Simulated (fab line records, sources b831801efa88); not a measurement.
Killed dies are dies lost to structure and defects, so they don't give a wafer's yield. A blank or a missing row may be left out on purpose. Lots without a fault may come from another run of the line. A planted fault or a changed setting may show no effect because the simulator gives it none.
fab line records | flow sky130 | part 1 of 2: steps 1 to 30 of 40
record lots=5 wafers=15 last_day=50
route steps=708 shown LOCAL_INTERCONNECT@393 CONTACT@406
lots that met no fault: from a run of the same line without faults
start_h: hours from the record's first day to the start of the lot's first wafer shown | wait_h: hours since the lot's step before | " the same as in the row above | L1.1+2: a row that stands for several wafers | - no value, or no start given | * or withheld: withheld | < > ~ a bound
route shown NAME@n: a module of which the file shows steps, and the number in the route of the first | usual: mean/standard deviation of fault-free wafers | same: alike in all rows | chamber/n: place in a boat | sites: the reading at each site | _std_site: their standard deviation | _edge_site: outer sites' mean less inner sites' | radius_mm: how far each site lies from the wafer's centre | mask NAME#n: copy n | behind: the tool/chamber that last shaped the wafer | hold: why the lot was held/for how many hours/how that ended | device: the transistor (n, p or np) that didn't switch | end of line: the same wafers' tests at the end of the route | a step without rows: its recipe alone | killed: dies lost to structure and defects at the first sort, not the wafer's yield | map: a wafer's dies, x killed, . not, _ none there
set.NAME: the setting as run; set.NAME@STEP: as run at that earlier step | model.NAME: the simulator's own value behind a step, which no gauge read
lots at some steps of the route; a table a step, a row a wafer
services: from which hour (start_h, from the record's first day; less than 0 if before it) a tool's chamber was out of use, for how many hours, and why
## steps
# step SKY_LOCAL_INTERCONNECT_COAT_06
# recipe resist=KrF-thick spin_rpm=3000 resist_thk_nm=450
# columns lot.wafer tool chamber start_h wait_h
L076.3+5+6 litho_track-01 0 - -
L080.1+2+6 litho_track-01 0 - -
L081.2+4+6 litho_track-03 0 - -
L085.4+5+6 litho_track-02 0 - -
L096.2+3+4 litho_track-03 0 - -
# step SKY_LOCAL_INTERCONNECT_SOFTBAKE_07
# recipe temp_c=100 time_s=90 resist=KrF-thick
# columns lot.wafer tool chamber start_h wait_h
L076.3+5+6 litho_track-01 0 - -
L080.1+2+6 litho_track-01 0 - -
L081.2+4+6 litho_track-03 0 - -
L085.4+5+6 litho_track-02 0 - -
L096.2+3+4 litho_track-03 0 - -
# step SKY_LOCAL_INTERCONNECT_EXPOSE_08
# recipe mask_id=LI1M na=0.8 source_shape=annular sigma_inner=0.55 sigma_outer=0.85 target_cd_nm=170 dose_mj=28
# same na=0.8
# columns lot.wafer tool chamber start_h wait_h mask
L076.3+5+6 krf_scanner-01 0 - - LI1M#0
L080.1+2+6 krf_scanner-01 0 - - LI1M#0
L081.2+4+6 krf_scanner-01 0 - - LI1M#0
L085.4+5+6 krf_scanner-02 0 - - LI1M#0
L096.2+3+4 krf_scanner-01 0 - - LI1M#0
# step SKY_LOCAL_INTERCONNECT_PEB_09
# recipe peb_temp_c=withheld peb_time_s=withheld resist=KrF-thick
# columns lot.wafer tool chamber start_h wait_h
L076.3+5+6 litho_track-02 0 - -
L080.1+2+6 litho_track-01 0 - -
L081.2+4+6 litho_track-01 0 - -
L085.4+5+6 litho_track-01 0 - -
L096.2+3+4 litho_track-02 0 - -
# step SKY_LOCAL_INTERCONNECT_DEVELOP_10
# recipe develop_time_s=60 resist=KrF-thick dev_temp_c=21
# columns lot.wafer tool chamber start_h wait_h
L076.3+5+6 litho_track-02 0 - -
L080.1+2+6 litho_track-01 0 - -
L081.2+4+6 litho_track-01 0 - -
L085.4+5+6 litho_track-01 0 - -
L096.2+3+4 litho_track-02 0 - -
# step SKY_LOCAL_INTERCONNECT_CD_MEAS_11
# recipe target_cd_nm=170
# usual cd_nm=170.5/1.3
# columns lot.wafer tool chamber start_h wait_h cd_nm
L076.3 cd_sem-01 - 716.97 - 170.2
L076.5 " - " " 169.5
L076.6 " - " " 169.3
L080.1 cd_sem-01 - 759.07 - 170.5
L080.2 " - " " 171.5
L080.6 " - " " 172.1
L081.2 cd_sem-01 - 759.79 - 170.5
L081.4 " - " " 169.2
L081.6 " - " " 171.7
L085.4 cd_sem-02 - 796.33 - 171.9
L085.5 " - " " 171.7
L085.6 " - " " 171.2
L096.2 cd_sem-01 - 874.25 - 171.3
L096.3 " - " " 170.8
L096.4 " - " " 170.8
# step SKY_LOCAL_INTERCONNECT_OVL_MEAS_12
# usual LOCAL_INTERCONNECT_OVL=-1/6.1
# columns lot.wafer tool chamber start_h wait_h LOCAL_INTERCONNECT_OVL[nm]
L076.3 overlay-02 - 717.06 0.1 0
L076.5 " - " " 2
L076.6 " - " " -4
L080.1 overlay-01 - 759.19 0.1 -3
L080.2 " - " " -14
L080.6 " - " " -8
L081.2 overlay-01 - 759.90 0.1 3
L081.4 " - " " -4
L081.6 " - " " 2
L085.4 overlay-02 - 796.41 0.1 3
L085.5 " - " " 5
L085.6 " - " " 12
L096.2 overlay-01 - 874.36 0.1 -10
L096.3 " - " " -8
L096.4 " - " " -3
# step SKY_LOCAL_INTERCONNECT_ETCH_13
# recipe chemistry=N2/H2 target=BARC ion_energy_ev=200 bias_w=100 pressure_mtorr=30 n2_flow_sccm=100 h2_flow_sccm=200 icp_w=500 stop_on=SiO2 time_s=45.9 target_depth_a=600
# usual drypump_motor_current_A=5.9/0.5 oes_product_au=0.854/0.0052 rf_fwd_power_W=494.8/1.8 throttle_valve_pct=13.226/0.0085
# columns lot.wafer tool chamber start_h wait_h drypump_motor_current_A oes_product_au rf_fwd_power_W rf_hours_counter_h throttle_valve_pct
L076.3 rie_metal-04 1 717.11 0.0 6.0 0.852 492.1 - 13.207
L076.5 " 1 " " 6.0 0.854 492.0 - 13.233
L076.6 " 0 " " 6.2 0.859 492.4 - 13.219
L080.1 rie_metal-04 1 759.23 0.0 6.0 0.850 494.0 5 13.229
L080.2 " 1 " " 5.9 0.852 492.3 - 13.226
L080.6 " 1 " " 6.0 0.858 491.6 - 13.214
L081.2 rie_metal-02 1 759.93 0.0 5.4 0.850 497.5 4 13.230
L081.4 " 0 " " 6.4 0.850 496.2 - 13.221
L081.6 " 0 " " 6.3 0.853 495.4 - 13.219
L085.4 rie_metal-02 1 796.45 0.0 5.4 0.873 497.3 - 13.217
L085.5 " 0 " " 6.3 0.855 496.7 - 13.229
L085.6 " 1 " " 5.4 0.848 495.4 - 13.238
L096.2 rie_metal-02 1 874.39 0.0 5.4 0.846 494.0 9 13.210
L096.3 " 0 " " 6.3 0.848 497.2 - 13.228
L096.4 " 1 " " 5.4 0.855 496.1 - 13.238
# step SKY_LOCAL_INTERCONNECT_METAL_ETCH_14
# recipe target_depth_nm=110 stop_on=PSG chemistry=Cl2/BCl3 target=TiN resist_sidewall_deg=88 pressure_mtorr=10 icp_w=900 bias_w=48.5 Cl2_flow_sccm=60 bcl3_flow_sccm=30 time_s=31.4
# usual drypump_motor_current_A=5.8/0.5 oes_product_au=0.941/0.0077 rf_fwd_power_W=889/3.9 throttle_valve_pct=21.901/0.0098
# columns lot.wafer tool chamber start_h wait_h drypump_motor_current_A oes_product_au rf_fwd_power_W rf_hours_counter_h throttle_valve_pct
L076.3 rie_metal-04 1 717.17 0.0 5.9 0.954 887 - 21.896
L076.5 " 1 " " 6.0 0.933 887 - 21.899
L076.6 " 0 " " 6.2 0.959 882 - 21.900
L080.1 rie_metal-04 1 759.36 0.1 5.9 0.952 889 5 21.891
L080.2 " 1 " " 6.0 0.927 895 - 21.902
L080.6 " 1 " " 5.9 0.948 888 - 21.886
L081.2 rie_metal-02 1 759.99 0.0 5.4 0.930 890 4 21.896
L081.4 " 0 " " 6.3 0.950 891 - 21.887
L081.6 " 0 " " 6.3 0.943 887 - 21.889
L085.4 rie_metal-02 1 796.51 0.0 5.4 0.940 893 - 21.901
L085.5 " 0 " " 6.3 0.936 894 - 21.917
L085.6 " 1 " " 5.4 0.940 889 - 21.909
L096.2 rie_metal-02 1 874.45 0.0 5.4 0.932 891 9 21.905
L096.3 " 0 " " 6.2 0.950 891 - 21.875
L096.4 " 1 " " 5.4 0.933 889 - 21.918
# step SKY_LOCAL_INTERCONNECT_STRIP_15
# recipe chemistry=O2/N2 power_w=1400 pressure_mtorr=1500 platen_temp_c=withheld o2_flow_sccm=3000 n2_flow_sccm=300 overash_fraction=0.5
# usual drypump_motor_current_A=5.6/0.53 oes_product_au=0.427/0.005 strip_time_to_endpoint_s=4.731/0.026
# columns lot.wafer tool chamber start_h wait_h drypump_motor_current_A oes_product_au rf_hours_counter_h strip_time_to_endpoint_s
L076.3 plasma_asher-03 0 717.23 0.1 5.8 0.428 - 4.724
L076.5 " 0 " " 5.9 0.428 - 4.730
L076.6 " 1 " " 5.3 0.425 - 4.702
L080.1 plasma_asher-01 0 759.46 0.1 5.2 0.429 30 4.724
L080.2 " 1 " " 5.5 0.424 30 4.717
L080.6 " 0 " " 5.2 0.433 - 4.720
L081.2 plasma_asher-01 1 760.04 0.0 5.5 0.421 30 4.752
L081.4 " 1 " " 5.4 0.429 - 4.789
L081.6 " 0 " " 5.2 0.421 - 4.770
L085.4 plasma_asher-03 0 796.58 0.1 5.8 0.420 - 4.720
L085.5 " 1 " " 5.3 0.420 - 4.757
L085.6 " 0 " " 5.8 0.427 - 4.735
L096.2 plasma_asher-01 0 874.50 0.0 5.2 0.428 41 4.696
L096.3 " 0 " " 5.2 0.434 - 4.742
L096.4 " 1 " " 5.5 0.434 - 4.702
# step SKY_LOCAL_INTERCONNECT_STRIP_16
# recipe chemistry=post_etch_residue_remover time_s=1200 temp_c=72.5
# columns lot.wafer tool chamber start_h wait_h
L076.3+5+6 wet_bench-04 0 717.30 0.0
L080.1+2+6 wet_bench-04 0 759.56 0.1
L081.2+4+6 wet_bench-01 1 760.14 0.1
L085.4+5+6 wet_bench-01 1 796.64 0.0
L096.2+3+4 wet_bench-01 3 874.60 0.1
# step SKY_LOCAL_INTERCONNECT_CLEAN_17
# recipe chemistry=IPA time_s=180 temp_c=25
# columns lot.wafer tool chamber start_h wait_h
L076.3+5+6 wet_bench-01 0 717.67 0.0
L080.1+2+6 wet_bench-01 2 759.90 0.0
L081.2+4+6 wet_bench-02 0 760.49 0.0
L085.4+5+6 wet_bench-04 1 797.02 0.0
L096.2+3+4 wet_bench-04 1 874.94 0.0
# step SKY_LOCAL_INTERCONNECT_CLEAN_18
# recipe chemistry=O3/DIW dry=n2_spin
# columns lot.wafer tool chamber start_h wait_h
L076.3+5+6 wet_bench-02 3 717.73 0.0
L080.1+2+6 wet_bench-02 2 759.96 0.0
L081.2+4+6 wet_bench-01 2 760.54 0.0
L085.4+5+6 wet_bench-01 3 797.07 0.0
L096.2+3+4 wet_bench-02 1 875.01 0.0
# step SKY_CONTACT_CVD_00
# recipe material=Si3N4 target_thk_nm=75 temp_c=400 time_s=withheld rf_w=450
# usual heater_power_w=690/84 rf_fwd_power_W=444.0/2.4
# columns lot.wafer tool chamber start_h wait_h heater_power_w rf_fwd_power_W
L076.3 pecvd-03 0 717.82 0.0 659 442.9
L076.5 " 1 " " 842 444.3
L076.6 " 0 " " 650 443.0
L080.1 pecvd-02 1 760.05 0.0 780 440.8
L080.2 " 2 " " 735 444.9
L080.6 " 1 " " 778 440.2
L081.2 pecvd-03 2 760.64 0.0 708 445.1
L081.4 " 2 " " 662 445.4
L081.6 " 1 " " 784 444.6
L085.4 pecvd-03 0 797.19 0.0 652 443.5
L085.5 " 1 " " 847 444.2
L085.6 " 2 " " 586 444.6
L096.2 pecvd-04 2 875.10 0.0 871 445.6
L096.3 " 0 " " 665 446.1
L096.4 " 2 " " 887 446.0
# step SKY_CONTACT_THK_MEAS_01
# recipe reads=Si3N4_of_CONTACT_CVD_00
# usual CONTACT_CVD_00_THK=75.1/1.1
# columns lot.wafer tool chamber start_h wait_h CONTACT_CVD_00_THK[nm]
L076.3 film_metro-03 - 717.88 - 72.8
L076.5 " - " " 74.6
L076.6 " - " " 73.6
L080.1 film_metro-03 - 760.08 - 74.7
L080.2 " - " " 73.3
L080.6 " - " " 76.4
L081.2 film_metro-02 - 760.68 - 75.2
L081.4 " - " " 76.5
L081.6 " - " " 75.7
L085.4 film_metro-02 - 797.24 - 74.7
L085.5 " - " " 75.6
L085.6 " - " " 76.5
L096.2 film_metro-03 - 875.14 - 73.4
L096.3 " - " " 74.0
L096.4 " - " " 75.5
# step SKY_CONTACT_HDPCVD_02
# recipe material=SiO2 target_thk_nm=565 sigma_open_frac=0.3 time_s=94.2 temp_c=600 sih4_flow_sccm=60 pressure_mtorr=6
# usual sih4_flow_sccm=60.01/0.17
# columns lot.wafer tool chamber start_h wait_h sih4_flow_sccm
L076.3 hdpcvd-01 1 717.92 0.0 59.97
L076.5 " 2 " " 59.86
L076.6 " 1 " " 59.97
L080.1 hdpcvd-01 2 760.14 0.1 59.99
L080.2 " 0 " " 60.08
L080.6 " 1 " " 59.99
L081.2 hdpcvd-01 0 760.73 0.0 59.68
L081.4 " 0 " " 59.70
L081.6 " 2 " " 60.11
L085.4 hdpcvd-01 0 797.30 0.1 60.17
L085.5 " 1 " " 60.10
L085.6 " 2 " " 59.86
L096.2 hdpcvd-01 2 875.19 0.0 59.78
L096.3 " 1 " " 59.57
L096.4 " 0 " " 59.74
# step SKY_CONTACT_THK_MEAS_03
# recipe reads=SiO2_of_CONTACT_HDPCVD_02
# usual CONTACT_HDPCVD_THK=568/5.9
# columns lot.wafer tool chamber start_h wait_h CONTACT_HDPCVD_THK[nm]
L076.3 film_metro-01 - 718.00 0.1 565
L076.5 " - " " 570
L076.6 " - " " 565
L080.1 film_metro-01 - 760.21 0.0 560
L080.2 " - " " 576
L080.6 " - " " 576
L081.2 film_metro-02 - 760.81 0.0 570
L081.4 " - " " 571
L081.6 " - " " 558
L085.4 film_metro-03 - 797.37 0.0 567
L085.5 " - " " 570
L085.6 " - " " 560
L096.2 film_metro-02 - 875.27 0.0 565
L096.3 " - " " 569
L096.4 " - " " 570
# step SKY_CONTACT_CMP_04
# recipe material=SiO2 down_force_psi=4 platen_rpm=60 pad_velocity_m_s=0.94248
# usual motor_current_A=12.7/1.3 slurry_filter_dp_kPa=13.50/0.13 time_to_endpoint_s=82/4.9
# columns lot.wafer tool chamber start_h wait_h motor_current_A slurry_filter_dp_kPa time_to_endpoint_s
L076.3 cmp-02 3 718.14 0.1 14.4 13.45 77
L076.6 " 1 " " 11.4 13.57 81
L076.5 " 2 " " 12.5 13.66 89
L080.2 cmp-01 0 760.32 0.1 11.4 13.29 86
L080.1 " 1 " " 10.9 13.36 80
L080.6 " 3 " " 13.5 13.59 80
L081.4 cmp-01 1 760.91 0.1 11.4 13.68 85
L081.2 " 2 " " 15.1 13.45 80
L081.6 " 0 " " 11.9 13.64 82
L085.4 cmp-02 2 797.50 0.1 12.4 13.39 86
L085.6 " 0 " " 12.5 13.43 84
L085.5 " 1 " " 11.4 13.47 81
L096.2 cmp-01 1 875.32 0.0 11.6 13.21 90
L096.3 " 3 " " 13.0 13.55 82
L096.4 " 0 " " 11.0 13.63 86
# step SKY_CONTACT_BOW_MEAS_05
# recipe mode=bow
# usual CONTACT_BOW=82/7
# columns lot.wafer tool chamber start_h wait_h CONTACT_BOW[um]
L076.3 film_metro-01 - 718.38 0.2 77
L076.5 " - " " 85
L076.6 " - " " 83
L080.1 film_metro-01 - 760.57 0.1 82
L080.2 " - " " 80
L080.6 " - " " 72
L081.2 film_metro-01 - 761.18 0.2 75
L081.4 " - " " 74
L081.6 " - " " 69
L085.4 film_metro-03 - 797.76 0.2 72
L085.5 " - " " 92
L085.6 " - " " 83
L096.2 film_metro-02 - 875.64 0.3 78
L096.3 " - " " 88
L096.4 " - " " 84
# step SKY_CONTACT_DEHYDRATE_06
# recipe temp_c=200 time_s=60
# columns lot.wafer tool chamber start_h wait_h
L076.3+5+6 litho_track-03 0 731.67 13.3
L080.1+2+6 litho_track-03 0 773.57 13.0
L081.2+4+6 litho_track-01 0 774.50 13.3
L085.4+5+6 litho_track-04 0 810.66 12.9
L096.2+3+4 litho_track-04 0 888.26 12.6
# step SKY_CONTACT_HMDS_07
# recipe prime_time_s=60 prime_temp_c=120
# columns lot.wafer tool chamber start_h wait_h
L076.3+5+6 litho_track-03 0 731.82 0.1
L080.1+2+6 litho_track-03 0 773.72 0.1
L081.2+4+6 litho_track-01 0 774.65 0.1
L085.4+5+6 litho_track-04 0 810.81 0.1
L096.2+3+4 litho_track-04 0 888.41 0.1
# step SKY_CONTACT_COAT_08
# recipe resist=BARC temp_c=withheld time_s=withheld spin_rpm=3000 resist_thk_nm=60
# columns lot.wafer tool chamber start_h wait_h
L076.3+5+6 litho_track-03 0 731.97 0.1
L080.1+2+6 litho_track-03 0 773.87 0.1
L081.2+4+6 litho_track-01 0 774.80 0.1
L085.4+5+6 litho_track-04 0 810.96 0.1
L096.2+3+4 litho_track-04 0 888.56 0.1
# step SKY_CONTACT_COAT_09
# recipe resist=KrF-thick spin_rpm=3000 resist_thk_nm=450
# columns lot.wafer tool chamber start_h wait_h
L076.3+5+6 litho_track-03 0 - -
L080.1+2+6 litho_track-03 0 - -
L081.2+4+6 litho_track-01 0 - -
L085.4+5+6 litho_track-04 0 - -
L096.2+3+4 litho_track-04 0 - -
# step SKY_CONTACT_SOFTBAKE_10
# recipe temp_c=100 time_s=90 resist=KrF-thick
# columns lot.wafer tool chamber start_h wait_h
L076.3+5+6 litho_track-03 0 - -
L080.1+2+6 litho_track-03 0 - -
L081.2+4+6 litho_track-01 0 - -
L085.4+5+6 litho_track-04 0 - -
L096.2+3+4 litho_track-04 0 - -
# step SKY_CONTACT_EXPOSE_11
# recipe mask_id=CTM1 na=0.8 source_shape=annular sigma_inner=0.55 sigma_outer=0.85 target_cd_nm=170 dose_mj=38
# same na=0.8
# columns lot.wafer tool chamber start_h wait_h mask
L076.3+5+6 krf_scanner-01 0 - - CTM1#0
L080.1+2+6 krf_scanner-02 0 - - CTM1#0
L081.2+4+6 krf_scanner-02 0 - - CTM1#0
L085.4+5+6 krf_scanner-01 0 - - CTM1#0
L096.2+3+4 krf_scanner-02 0 - - CTM1#0
# step SKY_CONTACT_PEB_12
# recipe peb_temp_c=withheld peb_time_s=withheld resist=KrF-thick
# columns lot.wafer tool chamber start_h wait_h
L076.3+5+6 litho_track-03 0 - -
L080.1+2+6 litho_track-03 0 - -
L081.2+4+6 litho_track-03 0 - -
L085.4+5+6 litho_track-03 0 - -
L096.2+3+4 litho_track-01 0 - -
# step SKY_CONTACT_DEVELOP_13
# recipe develop_time_s=60 resist=KrF-thick dev_temp_c=21
# columns lot.wafer tool chamber start_h wait_h
L076.3+5+6 litho_track-03 0 - -
L080.1+2+6 litho_track-03 0 - -
L081.2+4+6 litho_track-03 0 - -
L085.4+5+6 litho_track-03 0 - -
L096.2+3+4 litho_track-01 0 - -
# step SKY_CONTACT_CD_MEAS_14
# recipe target_cd_nm=170
# usual cd_nm=169.6/1.4
# columns lot.wafer tool chamber start_h wait_h cd_nm
L076.3 cd_sem-01 - 745.51 - 171.3
L076.5 " - " " 171.6
L076.6 " - " " 171.4
L080.1 cd_sem-01 - 787.82 - 168.4
L080.2 " - " " 167.6
L080.6 " - " " 168.9
L081.2 cd_sem-01 - 788.79 - 170.6
L081.4 " - " " 170.5
L081.6 " - " " 170.7
L085.4 cd_sem-01 - 825.08 - 169.5
L085.5 " - " " 168.4
L085.6 " - " " 169.6
L096.2 cd_sem-01 - 901.59 - 171.2
L096.3 " - " " 172.6
L096.4 " - " " 172.2
# step SKY_CONTACT_OVL_MEAS_15
# usual CONTACT_OVL=0/6.2
# columns lot.wafer tool chamber start_h wait_h CONTACT_OVL[nm]
L076.3 overlay-01 - 745.60 0.1 -15
L076.5 " - " " -6
L076.6 " - " " -2
L080.1 overlay-01 - 787.94 0.1 8
L080.2 " - " " 4
L080.6 " - " " 4
L081.2 overlay-02 - 788.90 0.1 2
L081.4 " - " " 6
L081.6 " - " " 5
L085.4 overlay-02 - 825.16 0.1 -8
L085.5 " - " " -12
L085.6 " - " " -10
L096.2 overlay-01 - 901.70 0.1 9
L096.3 " - " " 2
L096.4 " - " " 9
# step SKY_CONTACT_ETCH_16
# recipe chemistry=N2/H2 target=BARC ion_energy_ev=200 source_w=500 bias_w=100 pressure_mtorr=30 n2_flow_sccm=100 h2_flow_sccm=200 stop_on=SiO2 time_s=45.9 target_depth_a=600
# usual drypump_motor_current_A=5.5/0.39 oes_product_au=0.854/0.0055 rf_fwd_power_W=494.5/2.1 throttle_valve_pct=13.224/0.0092
# columns lot.wafer tool chamber start_h wait_h drypump_motor_current_A oes_product_au rf_fwd_power_W rf_hours_counter_h throttle_valve_pct
L076.3 rie_diel-01 2 745.62 0.0 5.9 0.858 495.0 8 13.221
L076.5 " 3 " " 5.5 0.866 495.5 - 13.220
L076.6 " 0 " " 5.0 0.860 496.8 - 13.206
L080.1 rie_diel-01 1 787.98 0.0 5.5 0.864 494.2 12 13.210
L080.2 " 3 " " 5.5 0.853 494.4 1 13.238
L080.6 " 0 " " 5.0 0.855 493.1 - 13.221
L081.2 rie_diel-04 3 788.93 0.0 5.1 0.850 492.9 17 13.220
L081.4 " 2 " " 5.2 0.847 495.4 18 13.226
L081.6 " 0 " " 5.1 0.859 494.0 - 13.216
L085.4 rie_diel-04 2 825.18 0.0 5.2 0.854 496.9 19 13.232
L085.5 " 0 " " 5.1 0.853 494.5 - 13.230
L085.6 " 3 " " 5.1 0.859 492.2 - 13.213
L096.2 rie_diel-01 1 901.73 0.0 5.5 0.857 494.4 16 13.216
L096.3 " 3 " " 5.5 0.860 494.8 6 13.228
L096.4 " 0 " " 5.0 0.850 492.7 16 13.215
